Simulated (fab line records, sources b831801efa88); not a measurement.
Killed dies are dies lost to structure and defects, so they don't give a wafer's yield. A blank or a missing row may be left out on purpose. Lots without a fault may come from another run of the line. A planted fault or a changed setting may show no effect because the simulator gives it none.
Which tool did it? | flow sky130 | 10 lots, 30 wafers sampled, at 2 steps of a route of 708

WHAT THE GAUGES READ, wafer by wafer
SKY_POLY_GATE_THK_MEAS_04.
lot  | measured     | on            | POLY_GATE_CVD_03_THK (nm)
L503 | day 15 05:07 | film_metro-04 | 75.8 75.8 75.8
L505 | day 15 21:02 | film_metro-04 | 76.5 75.8 76.5
L506 | day 16 05:40 | film_metro-01 | 76.8 76.5 76.5
L508 | day 16 21:04 | film_metro-03 | 54.1 54.4 53.9
L509 | day 17 08:07 | film_metro-03 | 52.6 53.1 52.4
L516 | day 19 19:23 | film_metro-04 | 75.1 74.3 75.1
L523 | day 22 14:58 | film_metro-03 | 76.3 76.6 76.3
L524 | day 22 16:29 | film_metro-03 | 75.7 76.1 76.1
L525 | day 23 02:22 | film_metro-03 | 77.0 76.6 76.6
L526 | day 23 06:59 | film_metro-01 | 76.2 75.6 75.9

WHICH TOOL RAN EACH LOT (tool, then ch and the chambers of the sampled wafers, then the start)
lot  | SKY_POLY_GATE_CVD_03
L503 | lpcvd-02 ch 0, day 15 03:42
L505 | lpcvd-02 ch 1, day 15 19:40
L506 | lpcvd-02 ch 1, day 16 04:18
L508 | lpcvd-02 ch 0, day 16 19:42
L509 | lpcvd-02 ch 0, day 17 06:46
L516 | lpcvd-02 ch 1, day 19 18:01
L523 | lpcvd-02 ch 1, day 22 13:35
L524 | lpcvd-02 ch 0, day 22 15:06
L525 | lpcvd-02 ch 1, day 23 00:59
L526 | lpcvd-02 ch 1, day 23 05:38
- SKY_POLY_GATE_CVD_03: deposits Si3N4 from DCS/NH3, target thk 75 nm, time 1290 s.

THE ANSWER, worked out from the rows above alone
Rule: what is usual is taken from the lots themselves. Put in order of their means at a reading, lots are off if they are a third of the lots or fewer, leave a main group of 4 or more, and stand apart from it by a gap of 3 or more times the standard deviation of the main group's means; of several such gaps the widest counts. A main group whose means are all the same, to the digits that the tables above print for the reading, isn't used. A lot without any number at a reading at which 4 lots or more have one is off too. The other lots that the step has rows for count as sound.
Off: L508, L509, at SKY_POLY_GATE_THK_MEAS_04 (POLY_GATE_CVD_03_THK). The main group: mean 76.1 nm, standard deviation 0.56.
A tool fits if, at a process step before that reading, it ran every lot that is off, and no sound lot after the first of them. The gauges at SKY_POLY_GATE_THK_MEAS_04 are tried like those tools. None of those tried fits.

WHAT THE SIMULATOR HAD PUT IN
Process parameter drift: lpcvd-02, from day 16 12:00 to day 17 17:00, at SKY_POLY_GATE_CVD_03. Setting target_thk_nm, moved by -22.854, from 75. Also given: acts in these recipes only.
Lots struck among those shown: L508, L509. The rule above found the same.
